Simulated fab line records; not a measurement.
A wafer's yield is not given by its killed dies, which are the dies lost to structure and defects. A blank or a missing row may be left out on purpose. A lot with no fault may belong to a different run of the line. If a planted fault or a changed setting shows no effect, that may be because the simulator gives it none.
fab line records ; flow gf180mcu ; part 1 of 2: steps 1 to 30 of 41
record: lots: 5; wafers: 15; last_day: 34
route steps=602 shown NSD@247 PSD@248 SAB@264 SALICIDE@278 CONTACT@287
lots that met no fault: taken from a fault-free run of the same line
start_h: hours from the record's opening day to when the first of the lot's shown wafers began ; wait_h: hours since the lot's step before ; " same as the row above ; L1.1+2: several wafers, shown together as one row ; - no value present, or no start provided ; * or withheld: withheld ; < > ~ a bound
route shown NAME@n: names a module that has steps shown in the file, with the first one's number in the route ; usual: mean/standard deviation of fault-free wafers ; same: alike in all rows ; chamber/n: place in a boat ; sites: each site's reading ; _std_site: standard deviation across them ; _edge_site: inner sites' mean taken away from outer sites' mean ; radius_mm: how far each site lies from the wafer's centre ; mask NAME#n: copy n ; behind: tool/chamber where the wafer was last shaped ; hold: reason for holding the lot/hours on hold/outcome of the hold ; device: transistor that didn't switch, given as n, p or np ; end of line: the same wafers' tests at the end of the route ; where a step has no rows: the recipe by itself ; killed: dies that structure and defects cost at the first sort, which is not the same as the wafer's yield ; map: per-die view of a wafer (x killed, . not killed, _ where there is no die)
set.NAME: the run value of the setting; set.NAME@STEP: its run value at that earlier step ; model.NAME: the simulator's own value behind a step, which no gauge read
lots at selected steps of the route; one table per step, one row per wafer
services: from which hour (start_h, from the record's first day; less than 0 if before it) a tool's chamber was out of use, for how many hours, and why
== steps ==
step: GF_NSD_TW_MEAS_12
usual: NSD_TW: 4284/19
lot.wafer;tool;chamber;start_h;wait_h;NSD_TW
L074.2;film_metro-02;-;297.96;0.1;4305
L074.3;film_metro-02;-;297.96;0.1;4262
L074.6;film_metro-02;-;297.96;0.1;4292
L077.4;film_metro-01;-;324.95;0.1;4284
L077.5;film_metro-01;-;324.95;0.1;4299
L077.6;film_metro-01;-;324.95;0.1;4286
L080.1;film_metro-02;-;349.58;0.1;4254
L080.3;film_metro-02;-;349.58;0.1;4250
L080.5;film_metro-02;-;349.58;0.1;4278
L093.2;film_metro-03;-;455.89;0.1;4289
L093.5;film_metro-03;-;455.89;0.1;4311
L093.6;film_metro-03;-;455.89;0.1;4331
L095.1;film_metro-02;-;472.57;0.1;4289
L095.3;film_metro-02;-;472.57;0.1;4271
L095.4;film_metro-02;-;472.57;0.1;4304
step: GF_PSD_DEHYDRATE_00
recipe: temp_c: 200; time_s: 60
lot.wafer;tool;chamber;start_h;wait_h
L074.2+3+6;litho_track-04;0;307.28;9.3
L077.4+5+6;litho_track-04;0;334.78;9.8
L080.1+3+5;litho_track-04;0;359.70;10.1
L093.2+5+6;litho_track-03;0;467.54;11.6
L095.1+3+4;litho_track-04;0;483.50;10.9
step: GF_PSD_HMDS_01
recipe: prime_time_s: 60; prime_temp_c: 120
lot.wafer;tool;chamber;start_h;wait_h
L074.2+3+6;litho_track-04;0;307.43;0.1
L077.4+5+6;litho_track-04;0;334.93;0.1
L080.1+3+5;litho_track-04;0;359.85;0.1
L093.2+5+6;litho_track-03;0;467.69;0.1
L095.1+3+4;litho_track-04;0;483.65;0.1
step: GF_PSD_COAT_02
recipe: resist: NOVOLAK; spin_rpm: 3000; resist_thk_nm: 1000
lot.wafer;tool;chamber;start_h;wait_h
L074.2+3+6;litho_track-04;0;307.58;0.1
L077.4+5+6;litho_track-04;0;335.08;0.1
L080.1+3+5;litho_track-04;0;360.00;0.1
L093.2+5+6;litho_track-03;0;467.84;0.1
L095.1+3+4;litho_track-04;0;483.80;0.1
step: GF_PSD_SOFTBAKE_03
recipe: temp_c: 90; time_s: 60; resist: NOVOLAK
lot.wafer;tool;chamber;start_h;wait_h
L074.2+3+6;litho_track-04;0;307.73;0.1
L077.4+5+6;litho_track-04;0;335.23;0.1
L080.1+3+5;litho_track-04;0;360.15;0.1
L093.2+5+6;litho_track-03;0;467.99;0.1
L095.1+3+4;litho_track-04;0;483.95;0.1
step: GF_PSD_EXPOSE_04
recipe: mask_id: Pplus; target_cd_nm: 400; na: 0.6; source_shape: conventional; sigma_outer: 0.6; dose_mj: 140
usual: focus_offset_nm: 0.1/0.55
lot.wafer;tool;chamber;start_h;wait_h;mask;focus_offset_nm
L074.2;iline_stepper-01;0;-;-;Pplus#0;0.7
L074.3;iline_stepper-01;0;-;-;Pplus#0;1.5
L074.6;iline_stepper-01;0;-;-;Pplus#0;0.5
L077.4;iline_stepper-01;0;-;-;Pplus#0;-0.4
L077.5;iline_stepper-01;0;-;-;Pplus#0;0.6
L077.6;iline_stepper-01;0;-;-;Pplus#0;0.3
L080.1;iline_stepper-02;0;-;-;Pplus#0;-0.9
L080.3;iline_stepper-02;0;-;-;Pplus#0;0.0
L080.5;iline_stepper-02;0;-;-;Pplus#0;-0.5
L093.2;iline_stepper-01;0;-;-;Pplus#0;-0.7
L093.5;iline_stepper-01;0;-;-;Pplus#0;0.0
L093.6;iline_stepper-01;0;-;-;Pplus#0;-1.4
L095.1;iline_stepper-01;0;-;-;Pplus#0;0.5
L095.3;iline_stepper-01;0;-;-;Pplus#0;0.1
L095.4;iline_stepper-01;0;-;-;Pplus#0;1.1
step: GF_PSD_PEB_05
recipe: temp_c: withheld; time_s: *; resist: NOVOLAK
lot.wafer;tool;chamber;start_h;wait_h
L074.2+3+6;litho_track-04;0;-;-
L077.4+5+6;litho_track-03;0;-;-
L080.1+3+5;litho_track-04;0;-;-
L093.2+5+6;litho_track-03;0;-;-
L095.1+3+4;litho_track-04;0;-;-
step: GF_PSD_DEVELOP_06
recipe: develop_time_s: 60; dev_temp_c: 23
lot.wafer;tool;chamber;start_h;wait_h
L074.2+3+6;litho_track-04;0;317.88;0.1
L077.4+5+6;litho_track-03;0;346.20;0.1
L080.1+3+5;litho_track-04;0;370.95;0.1
L093.2+5+6;litho_track-03;0;479.54;0.1
L095.1+3+4;litho_track-04;0;495.20;0.1
step: GF_PSD_CD_MEAS_07
recipe: target_cd_nm: 400
usual: cd_nm: 400.4/2.8
lot.wafer;tool;chamber;start_h;wait_h;cd_nm
L074.2;cd_sem-01;-;318.02;0.1;397.1
L074.3;cd_sem-01;-;318.02;0.1;395.5
L074.6;cd_sem-01;-;318.02;0.1;397.8
L077.4;cd_sem-02;-;346.33;0.1;402.2
L077.5;cd_sem-02;-;346.33;0.1;404.0
L077.6;cd_sem-02;-;346.33;0.1;404.4
L080.1;cd_sem-02;-;371.10;0.1;397.8
L080.3;cd_sem-02;-;371.10;0.1;396.3
L080.5;cd_sem-02;-;371.10;0.1;395.9
L093.2;cd_sem-02;-;479.69;0.1;397.6
L093.5;cd_sem-02;-;479.69;0.1;400.4
L093.6;cd_sem-02;-;479.69;0.1;396.8
L095.1;cd_sem-02;-;495.35;0.1;404.5
L095.3;cd_sem-02;-;495.35;0.1;404.2
L095.4;cd_sem-02;-;495.35;0.1;401.9
step: GF_PSD_OVL_MEAS_08
usual: PSD_OVL: -0.3/1.3
lot.wafer;tool;chamber;start_h;wait_h;PSD_OVL[nm]
L074.2;overlay-02;-;318.13;0.1;0.0
L074.3;overlay-02;-;318.13;0.1;-1.7
L074.6;overlay-02;-;318.13;0.1;-2.3
L077.4;overlay-02;-;346.41;0.1;-0.3
L077.5;overlay-02;-;346.41;0.1;0.6
L077.6;overlay-02;-;346.41;0.1;0.3
L080.1;overlay-01;-;371.22;0.1;0.8
L080.3;overlay-01;-;371.22;0.1;0.3
L080.5;overlay-01;-;371.22;0.1;1.6
L093.2;overlay-01;-;479.80;0.1;-0.5
L093.5;overlay-01;-;479.80;0.1;-0.7
L093.6;overlay-01;-;479.80;0.1;-1.0
L095.1;overlay-01;-;495.47;0.1;1.5
L095.3;overlay-01;-;495.47;0.1;1.5
L095.4;overlay-01;-;495.47;0.1;0.8
step: GF_PSD_IMPLANT_09
recipe: species: BF2; energy_kev: 40; dose_cm2: 1.5e+15; tilt_deg: 7
usual: beam_on_s: 9.99/0.21
lot.wafer;tool;chamber;start_h;wait_h;beam_on_s
L074.2;implanter-02;0;318.18;0.0;10.40
L074.3;implanter-02;0;318.18;0.0;10.26
L074.6;implanter-02;0;318.18;0.0;9.70
L077.4;implanter-03;0;346.50;0.1;9.55
L077.5;implanter-03;0;346.50;0.1;9.80
L077.6;implanter-03;0;346.50;0.1;9.75
L080.1;implanter-03;0;371.26;0.0;9.87
L080.3;implanter-03;0;371.26;0.0;10.12
L080.5;implanter-03;0;371.26;0.0;10.16
L093.2;implanter-01;0;479.85;0.0;10.19
L093.5;implanter-01;0;479.85;0.0;10.21
L093.6;implanter-01;0;479.85;0.0;9.79
L095.1;implanter-01;0;495.51;0.0;10.14
L095.3;implanter-01;0;495.51;0.0;10.12
L095.4;implanter-01;0;495.51;0.0;9.85
step: GF_PSD_STRIP_10
recipe: chemistry: O2/N2; power_w: 1400; pressure_mtorr: 1500; platen_temp_c: 250; o2_flow_sccm: 3000; n2_flow_sccm: 300; overash_fraction: 0.5
usual: drypump_motor_current_A: 5.7/0.41; heater_power_w: 332/29; oes_product_au: 0.592/0.0044; strip_time_to_endpoint_s: 16.52/0.035
same: overash_fraction: 0.5
lot.wafer;tool;chamber;start_h;wait_h;drypump_motor_current_A;heater_power_w;oes_product_au;rf_hours_counter_h;strip_time_to_endpoint_s
L074.2;plasma_asher-04;1;318.31;0.1;5.8;349;0.592;19;16.48
L074.3;plasma_asher-04;0;318.31;0.1;6.4;283;0.593;-;16.47
L074.6;plasma_asher-04;1;318.31;0.1;5.8;332;0.595;-;16.51
L077.4;plasma_asher-01;1;346.61;0.1;6.0;350;0.589;-;16.52
L077.5;plasma_asher-01;0;346.61;0.1;5.2;329;0.592;-;16.57
L077.6;plasma_asher-01;1;346.61;0.1;6.0;337;0.594;-;16.52
L080.1;plasma_asher-02;1;371.41;0.1;5.4;391;0.590;59;16.52
L080.3;plasma_asher-02;1;371.41;0.1;5.4;383;0.586;-;16.49
L080.5;plasma_asher-02;1;371.41;0.1;5.4;382;0.586;-;16.53
L093.2;plasma_asher-01;0;479.98;0.1;5.2;333;0.594;77;16.50
L093.5;plasma_asher-01;1;479.98;0.1;5.9;342;0.597;-;16.53
L093.6;plasma_asher-01;0;479.98;0.1;5.2;331;0.592;-;16.50
L095.1;plasma_asher-01;0;495.66;0.1;5.2;330;0.595;79;16.55
L095.3;plasma_asher-01;1;495.66;0.1;6.0;354;0.595;-;16.50
L095.4;plasma_asher-01;0;495.66;0.1;5.2;324;0.594;-;16.53
step: GF_PSD_TW_MEAS_11
usual: PSD_TW: 3200/13
lot.wafer;tool;chamber;start_h;wait_h;PSD_TW
L074.2;film_metro-02;-;318.42;0.1;3182
L074.3;film_metro-02;-;318.42;0.1;3197
L074.6;film_metro-02;-;318.42;0.1;3179
L077.4;film_metro-03;-;346.71;0.1;3184
L077.5;film_metro-03;-;346.71;0.1;3191
L077.6;film_metro-03;-;346.71;0.1;3184
L080.1;film_metro-02;-;371.51;0.1;3184
L080.3;film_metro-02;-;371.51;0.1;3189
L080.5;film_metro-02;-;371.51;0.1;3180
L093.2;film_metro-03;-;480.09;0.1;3193
L093.5;film_metro-03;-;480.09;0.1;3203
L093.6;film_metro-03;-;480.09;0.1;3211
L095.1;film_metro-02;-;495.76;0.1;3197
L095.3;film_metro-02;-;495.76;0.1;3218
L095.4;film_metro-02;-;495.76;0.1;3214
step: GF_PSD_CLEAN_12
recipe: chemistry: SC1/SC2; mix: 1:4:20; temp_c: 70; time_s: 150; dry: n2_spin
usual: bath_heat_duty_pct: 13.7/1.4
lot.wafer;tool;chamber;start_h;wait_h;bath_heat_duty_pct
L074.2;wet_bench-04;1;318.47;0.0;15.8
L074.3;wet_bench-04;1;318.47;0.0;13.7
L074.6;wet_bench-04;1;318.47;0.0;14.7
L077.4;wet_bench-01;1;346.74;0.0;11.0
L077.5;wet_bench-01;1;346.74;0.0;12.1
L077.6;wet_bench-01;1;346.74;0.0;11.4
L080.1;wet_bench-04;1;371.57;0.1;16.1
L080.3;wet_bench-04;1;371.57;0.1;16.1
L080.5;wet_bench-04;1;371.57;0.1;15.3
L093.2;wet_bench-02;2;480.14;0.0;14.3
L093.5;wet_bench-02;2;480.14;0.0;13.7
L093.6;wet_bench-02;2;480.14;0.0;15.0
L095.1;wet_bench-01;0;495.82;0.1;12.2
L095.3;wet_bench-01;0;495.82;0.1;12.6
L095.4;wet_bench-01;0;495.82;0.1;12.6
step: GF_PSD_RTA_13
recipe: temp_c: 1025; time_s: 20; ambient: N2
usual: lamp_power_pct: 33.5/2.4; wafer_temp_C_max: 1030.0/1.4
lot.wafer;tool;chamber;start_h;wait_h;lamp_power_pct;wafer_temp_C_max
L074.2;rtp_anneal-02;0;318.53;0.0;35.4;1029.3
L074.3;rtp_anneal-02;0;318.53;0.0;35.4;1030.4
L074.6;rtp_anneal-02;0;318.53;0.0;35.4;1029.7
L077.4;rtp_anneal-02;0;346.83;0.0;35.4;1029.4
L077.5;rtp_anneal-02;0;346.83;0.0;35.4;1029.2
L077.6;rtp_anneal-02;0;346.83;0.0;35.5;1029.7
L080.1;rtp_anneal-02;0;371.62;0.0;35.4;1028.8
L080.3;rtp_anneal-02;0;371.62;0.0;35.4;1029.4
L080.5;rtp_anneal-02;0;371.62;0.0;35.4;1030.8
L093.2;rtp_anneal-01;0;480.20;0.0;30.4;1029.5
L093.5;rtp_anneal-01;0;480.20;0.0;30.4;1030.9
L093.6;rtp_anneal-01;0;480.20;0.0;30.4;1030.6
L095.1;rtp_anneal-02;0;495.87;0.0;35.4;1029.6
L095.3;rtp_anneal-02;0;495.87;0.0;35.4;1029.6
L095.4;rtp_anneal-02;0;495.87;0.0;35.5;1029.7
step: GF_PSD_RS_MEAS_14
recipe: thk_meas_gauge: four-point-probe
usual: NSD_RS: 46.12/0.1
lot.wafer;tool;chamber;start_h;wait_h;NSD_RS[ohm/sq]
L074.2;film_metro-02;-;318.62;0.1;46.05
L074.3;film_metro-02;-;318.62;0.1;46.16
L074.6;film_metro-02;-;318.62;0.1;46.12
L077.4;film_metro-01;-;346.93;0.1;46.25
L077.5;film_metro-01;-;346.93;0.1;46.23
L077.6;film_metro-01;-;346.93;0.1;46.21
L080.1;film_metro-01;-;371.70;0.1;46.29
L080.3;film_metro-01;-;371.70;0.1;46.28
L080.5;film_metro-01;-;371.70;0.1;46.23
L093.2;film_metro-01;-;480.29;0.1;46.13
L093.5;film_metro-01;-;480.29;0.1;46.29
L093.6;film_metro-01;-;480.29;0.1;46.10
L095.1;film_metro-02;-;495.95;0.1;46.07
L095.3;film_metro-02;-;495.95;0.1;46.20
L095.4;film_metro-02;-;495.95;0.1;46.07
step: GF_PSD_RS_MEAS_15
recipe: thk_meas_gauge: four-point-probe
usual: PSD_RS: 108.53/0.29
lot.wafer;tool;chamber;start_h;wait_h;PSD_RS[ohm/sq]
L074.2;film_metro-02;-;318.74;0.1;108.29
L074.3;film_metro-02;-;318.74;0.1;108.45
L074.6;film_metro-02;-;318.74;0.1;108.68
L077.4;film_metro-01;-;347.05;0.1;108.83
L077.5;film_metro-01;-;347.05;0.1;109.02
L077.6;film_metro-01;-;347.05;0.1;108.70
L080.1;film_metro-01;-;371.82;0.1;108.76
L080.3;film_metro-01;-;371.82;0.1;109.03
L080.5;film_metro-01;-;371.82;0.1;108.58
L093.2;film_metro-01;-;480.41;0.1;108.43
L093.5;film_metro-01;-;480.41;0.1;108.57
L093.6;film_metro-01;-;480.41;0.1;108.48
L095.1;film_metro-02;-;496.07;0.1;108.18
L095.3;film_metro-02;-;496.07;0.1;108.37
L095.4;film_metro-02;-;496.07;0.1;108.26
step: GF_SAB_CVD_00
recipe: material: SiO2; target_thk_nm: 50; precursor: TEOS; temp_c: 400; time_s: 4.9302; rf_w: 600
usual: heater_power_w: 625/93
lot.wafer;tool;chamber;start_h;wait_h;heater_power_w;since_wet_clean_h
L074.2;pecvd-04;1;318.84;0.1;474;352
L074.3;pecvd-04;2;318.84;0.1;620;352
L074.6;pecvd-04;1;318.84;0.1;491;-
L077.4;pecvd-03;2;347.12;0.0;568;-
L077.5;pecvd-03;0;347.12;0.0;569;-
L077.6;pecvd-03;1;347.12;0.0;584;-
L080.1;pecvd-01;1;371.94;0.1;574;197
L080.3;pecvd-01;0;371.94;0.1;686;197
L080.5;pecvd-01;2;371.94;0.1;617;-
L093.2;pecvd-03;1;480.51;0.1;666;98
L093.5;pecvd-03;0;480.51;0.1;584;-
L093.6;pecvd-03;1;480.51;0.1;678;-
L095.1;pecvd-01;1;496.19;0.1;602;322
L095.3;pecvd-01;2;496.19;0.1;595;322
L095.4;pecvd-01;1;496.19;0.1;607;-
step: GF_SAB_THK_MEAS_01
recipe: reads: SiO2_of_SAB_CVD_00
usual: SAB_CVD_00_THK: 49.7/0.71
lot.wafer;tool;chamber;start_h;wait_h;SAB_CVD_00_THK[nm]
L074.2;film_metro-03;-;318.87;0.0;49.9
L074.3;film_metro-03;-;318.87;0.0;49.3
L074.6;film_metro-03;-;318.87;0.0;50.9
L077.4;film_metro-02;-;347.16;0.0;50.9
L077.5;film_metro-02;-;347.16;0.0;51.1
L077.6;film_metro-02;-;347.16;0.0;49.2
L080.1;film_metro-04;-;371.96;0.0;49.5
L080.3;film_metro-04;-;371.96;0.0;48.1
L080.5;film_metro-04;-;371.96;0.0;49.6
L093.2;film_metro-03;-;480.54;0.0;50.2
L093.5;film_metro-03;-;480.54;0.0;50.4
L093.6;film_metro-03;-;480.54;0.0;51.0
L095.1;film_metro-03;-;496.21;0.0;50.0
L095.3;film_metro-03;-;496.21;0.0;49.4
L095.4;film_metro-03;-;496.21;0.0;50.6
step: GF_SAB_DEHYDRATE_02
recipe: temp_c: 200; time_s: 60
lot.wafer;tool;chamber;start_h;wait_h
L074.2+3+6;litho_track-04;0;329.03;10.1
L077.4+5+6;litho_track-02;0;357.67;10.5
L080.1+3+5;litho_track-04;0;382.65;10.7
L093.2+5+6;litho_track-01;0;491.84;11.3
L095.1+3+4;litho_track-02;0;508.29;12.1
step: GF_SAB_HMDS_03
recipe: prime_time_s: 60; prime_temp_c: 120
lot.wafer;tool;chamber;start_h;wait_h
L074.2+3+6;litho_track-04;0;329.18;0.1
L077.4+5+6;litho_track-02;0;357.82;0.1
L080.1+3+5;litho_track-04;0;382.80;0.1
L093.2+5+6;litho_track-01;0;491.99;0.1
L095.1+3+4;litho_track-02;0;508.44;0.1
step: GF_SAB_COAT_04
recipe: resist: NOVOLAK; spin_rpm: 3000; resist_thk_nm: 1000
lot.wafer;tool;chamber;start_h;wait_h
L074.2+3+6;litho_track-04;0;329.33;0.1
L077.4+5+6;litho_track-02;0;357.97;0.1
L080.1+3+5;litho_track-04;0;382.95;0.1
L093.2+5+6;litho_track-01;0;492.14;0.1
L095.1+3+4;litho_track-02;0;508.59;0.1
step: GF_SAB_SOFTBAKE_05
recipe: temp_c: 90; time_s: 60; resist: NOVOLAK
lot.wafer;tool;chamber;start_h;wait_h
L074.2+3+6;litho_track-04;0;329.48;0.1
L077.4+5+6;litho_track-02;0;358.12;0.1
L080.1+3+5;litho_track-04;0;383.10;0.1
L093.2+5+6;litho_track-01;0;492.29;0.1
L095.1+3+4;litho_track-02;0;508.74;0.1
step: GF_SAB_EXPOSE_06
recipe: mask_id: SAB; target_cd_nm: 420; na: 0.6; source_shape: conventional; sigma_outer: 0.6; dose_mj: 140
usual: focus_offset_nm: 0.0/0.55
lot.wafer;tool;chamber;start_h;wait_h;mask;focus_offset_nm
L074.2;iline_stepper-01;0;-;-;SAB#0;-0.1
L074.3;iline_stepper-01;0;-;-;SAB#0;-0.5
L074.6;iline_stepper-01;0;-;-;SAB#0;0.1
L077.4;iline_stepper-01;0;-;-;SAB#0;-0.5
L077.5;iline_stepper-01;0;-;-;SAB#0;0.8
L077.6;iline_stepper-01;0;-;-;SAB#0;-0.3
L080.1;iline_stepper-01;0;-;-;SAB#0;0.2
L080.3;iline_stepper-01;0;-;-;SAB#0;-0.5
L080.5;iline_stepper-01;0;-;-;SAB#0;0.2
L093.2;iline_stepper-01;0;-;-;SAB#0;-0.2
L093.5;iline_stepper-01;0;-;-;SAB#0;0.0
L093.6;iline_stepper-01;0;-;-;SAB#0;-0.2
L095.1;iline_stepper-01;0;-;-;SAB#0;0.6
L095.3;iline_stepper-01;0;-;-;SAB#0;0.7
L095.4;iline_stepper-01;0;-;-;SAB#0;0.4
step: GF_SAB_PEB_07
recipe: temp_c: withheld; time_s: *; resist: NOVOLAK
lot.wafer;tool;chamber;start_h;wait_h
L074.2+3+6;litho_track-04;0;-;-
L077.4+5+6;litho_track-01;0;-;-
L080.1+3+5;litho_track-04;0;-;-
L093.2+5+6;litho_track-01;0;-;-
L095.1+3+4;litho_track-04;0;-;-
step: GF_SAB_DEVELOP_08
recipe: develop_time_s: 60; dev_temp_c: 23
lot.wafer;tool;chamber;start_h;wait_h
L074.2+3+6;litho_track-04;0;339.48;0.1
L077.4+5+6;litho_track-01;0;369.04;0.1
L080.1+3+5;litho_track-04;0;394.30;0.1
L093.2+5+6;litho_track-01;0;503.49;0.1
L095.1+3+4;litho_track-04;0;519.75;0.1
step: GF_SAB_CD_MEAS_09
recipe: target_cd_nm: 420
usual: cd_nm: 419.6/2.1
lot.wafer;tool;chamber;start_h;wait_h;cd_nm
L074.2;cd_sem-02;-;339.62;0.1;419.4
L074.3;cd_sem-02;-;339.62;0.1;416.4
L074.6;cd_sem-02;-;339.62;0.1;419.7
L077.4;cd_sem-02;-;369.18;0.1;419.7
L077.5;cd_sem-02;-;369.18;0.1;420.7
L077.6;cd_sem-02;-;369.18;0.1;420.3
L080.1;cd_sem-01;-;394.45;0.1;417.8
L080.3;cd_sem-01;-;394.45;0.1;419.0
L080.5;cd_sem-01;-;394.45;0.1;419.1
L093.2;cd_sem-02;-;503.64;0.1;423.0
L093.5;cd_sem-02;-;503.64;0.1;420.9
L093.6;cd_sem-02;-;503.64;0.1;422.7
L095.1;cd_sem-02;-;519.90;0.1;420.7
L095.3;cd_sem-02;-;519.90;0.1;422.0
L095.4;cd_sem-02;-;519.90;0.1;419.9
step: GF_SAB_OVL_MEAS_10
usual: SAB_OVL: -0.4/1.4
lot.wafer;tool;chamber;start_h;wait_h;SAB_OVL[nm]
L074.2;overlay-01;-;339.73;0.1;1.9
L074.3;overlay-01;-;339.73;0.1;-0.6
L074.6;overlay-01;-;339.73;0.1;0.9
L077.4;overlay-01;-;369.26;0.1;-0.8
L077.5;overlay-01;-;369.26;0.1;-1.7
L077.6;overlay-01;-;369.26;0.1;-2.6
L080.1;overlay-01;-;394.57;0.1;-3.1
L080.3;overlay-01;-;394.57;0.1;-1.9
L080.5;overlay-01;-;394.57;0.1;-1.0
L093.2;overlay-01;-;503.74;0.1;0.3
L093.5;overlay-01;-;503.74;0.1;0.9
L093.6;overlay-01;-;503.74;0.1;2.2
L095.1;overlay-01;-;520.02;0.1;-2.5
L095.3;overlay-01;-;520.02;0.1;-2.8
L095.4;overlay-01;-;520.02;0.1;-2.0
step: GF_SAB_ETCH_11
recipe: chemistry: C4F8/O2/Ar; mask_material: NOVOLAK; target: SiO2; target_depth_nm: 55; source_w: 1500; bias_w: 1200; pressure_mtorr: 40; c4f8_flow_sccm: withheld; O2_flow_sccm: 6; Ar_flow_sccm: 300; time_s: 8.5
usual: oes_product_au: 1.001/0.016
lot.wafer;tool;chamber;start_h;wait_h;oes_product_au;rf_hours_counter_h
L074.2;rie_diel-01;2;339.76;0.0;1.006;48
L074.3;rie_diel-01;3;339.76;0.0;0.994;101
L074.6;rie_diel-01;0;339.76;0.0;1.025;-
L077.4;rie_diel-03;2;369.27;0.0;1.001;3
L077.5;rie_diel-03;0;369.27;0.0;0.978;-
L077.6;rie_diel-03;3;369.27;0.0;1.005;-
L080.1;rie_diel-04;0;394.61;0.0;0.985;46
L080.3;rie_diel-04;3;394.61;0.0;0.984;82
L080.5;rie_diel-04;1;394.61;0.0;1.018;-
L093.2;rie_diel-01;1;503.77;0.0;1.007;3
L093.5;rie_diel-01;0;503.77;0.0;1.017;-
L093.6;rie_diel-01;1;503.77;0.0;0.997;-
L095.1;rie_diel-03;2;520.06;0.0;1.002;7
L095.3;rie_diel-03;1;520.06;0.0;0.999;10
L095.4;rie_diel-03;0;520.06;0.0;0.977;12
step: GF_SAB_WET_ETCH_12
recipe: chemistry: dHF; target_depth_nm: 22; dry: n2_spin; target: SiO2; temp_c: 25; dilution: 100:1; time_s: 440
usual: bath_heat_duty_pct: 6.2/0.71
lot.wafer;tool;chamber;start_h;wait_h;bath_heat_duty_pct
L074.2;wet_bench-04;0;339.78;0.0;6.8
L074.3;wet_bench-04;0;339.78;0.0;7.2
L074.6;wet_bench-04;0;339.78;0.0;7.0
L077.4;wet_bench-03;2;369.29;0.0;6.4
L077.5;wet_bench-03;2;369.29;0.0;5.7
L077.6;wet_bench-03;2;369.29;0.0;6.4
L080.1;wet_bench-04;2;394.63;0.0;6.4
L080.3;wet_bench-04;2;394.63;0.0;6.6
L080.5;wet_bench-04;2;394.63;0.0;6.7
L093.2;wet_bench-03;2;503.79;0.0;6.1
L093.5;wet_bench-03;2;503.79;0.0;6.1
L093.6;wet_bench-03;2;503.79;0.0;6.2
L095.1;wet_bench-02;1;520.08;0.0;5.9
L095.3;wet_bench-02;1;520.08;0.0;6.2
L095.4;wet_bench-02;1;520.08;0.0;7.2
